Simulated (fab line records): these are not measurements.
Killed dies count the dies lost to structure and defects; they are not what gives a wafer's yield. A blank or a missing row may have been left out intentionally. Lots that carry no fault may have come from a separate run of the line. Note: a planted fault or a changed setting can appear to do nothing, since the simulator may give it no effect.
Matching of chambers + flow sky130 + SKY_VIA3_CMP_24 on cmp-02 has 4 sister chambers
The step polishes, stops on SiO2, t overpolish 20 s, target thk 0 nm. 16 wafers are shown with their chamber, then 8 later ones without.

## WAFERS, EACH WITH ITS CHAMBER
| wafer  | chamber | motor_current_A (A) | time_to_endpoint_s (s) | overpolish_run_s (s) |
|--------|---------|---------------------|------------------------|----------------------|
| L077.2 | 0       | 12.5                | 96                     | 19.995               |
| L077.3 | 1       | 10.5                | 93                     | 20.013               |
| L077.6 | 1       | 10.5                | 95                     | 20.011               |
| L079.3 | 3       | 10.2                | 93                     | 20.011               |
| L079.4 | 1       | 10.4                | 93                     | 20.004               |
| L079.6 | 0       | 11.9                | 95                     | 19.997               |
| L083.1 | 2       | 9.2                 | 96                     | 19.995               |
| L083.3 | 1       | 10.6                | 97                     | 20.008               |
| L083.5 | 1       | 10.3                | 94                     | 20.003               |
| L091.2 | 0       | 12.1                | 102                    | 20.004               |
| L091.4 | 1       | 10.5                | 94                     | 19.994               |
| L091.5 | 2       | 8.8                 | 101                    | 19.995               |
| L092.4 | 1       | 9.8                 | 93                     | 20.021               |
| L092.5 | 0       | 12.5                | 97                     | 20.002               |
| L092.6 | 3       | 10.3                | 90                     | 20.005               |
| L094.3 | 3       | 10.5                | 95                     | 19.996               |

SIGNATURES (averages over the wafers above)
| reading            | chamber 0 | chamber 1 | chamber 2 | chamber 3 | scatter within a chamber |
|--------------------|-----------|-----------|-----------|-----------|--------------------------|
| motor_current_A    | 12.250    | 10.371    | 9.000     | 10.333    | 0.263                    |
| time_to_endpoint_s | 97.50     | 94.14     | 98.50     | 92.67     | 2.36                     |
| overpolish_run_s   | 19.99950  | 20.00771  | 19.99500  | 20.00400  | 0.00711                  |
Rule: for each reading, subtract the chamber's mean from the wafer's reading, divide by that reading's scatter and square the result; add these up over the readings and take the root, which gives the wafer's distance from the chamber. The wafer belongs to the nearest chamber; if the next one is less than 2 further off, it can't be placed. The scatter: the root of (the sum of the squares of (reading less its chamber's mean) over the shown wafers, divided by (wafers less chambers)).

## WAFERS WHOSE CHAMBER IS MISSING
| wafer  | motor_current_A (A) | time_to_endpoint_s (s) | overpolish_run_s (s) |
|--------|---------------------|------------------------|----------------------|
| L094.4 | 12.3                | 100                    | 20.003               |
| L094.5 | 11.3                | 95                     | 20.008               |
| L096.1 | 9.8                 | 91                     | 20.008               |
| L096.3 | 10.6                | 93                     | 20.012               |
| L096.6 | 10.0                | 93                     | 20.004               |
| L095.1 | 8.8                 | 98                     | 19.992               |
| L095.3 | 10.3                | 94                     | 20.007               |
| L095.6 | 8.5                 | 101                    | 19.996               |

## WHICH CHAMBER EACH WENT THROUGH
| wafer  | from the rows above          | in truth |
|--------|------------------------------|----------|
| L094.4 | 0                            | 0        |
| L094.5 | can't be placed: 1 or 3 or 0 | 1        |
| L096.1 | can't be placed: 3 or 1      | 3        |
| L096.3 | can't be placed: 1 or 3      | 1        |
| L096.6 | can't be placed: 3 or 1      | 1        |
| L095.1 | 2                            | 2        |
| L095.3 | can't be placed: 1 or 3      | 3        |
| L095.6 | 2                            | 2        |
Correct placement for 3 of the 8. Cannot be placed on the basis of these rows: 5; the candidates contain the true chamber in 5. Placed wrongly: 0.
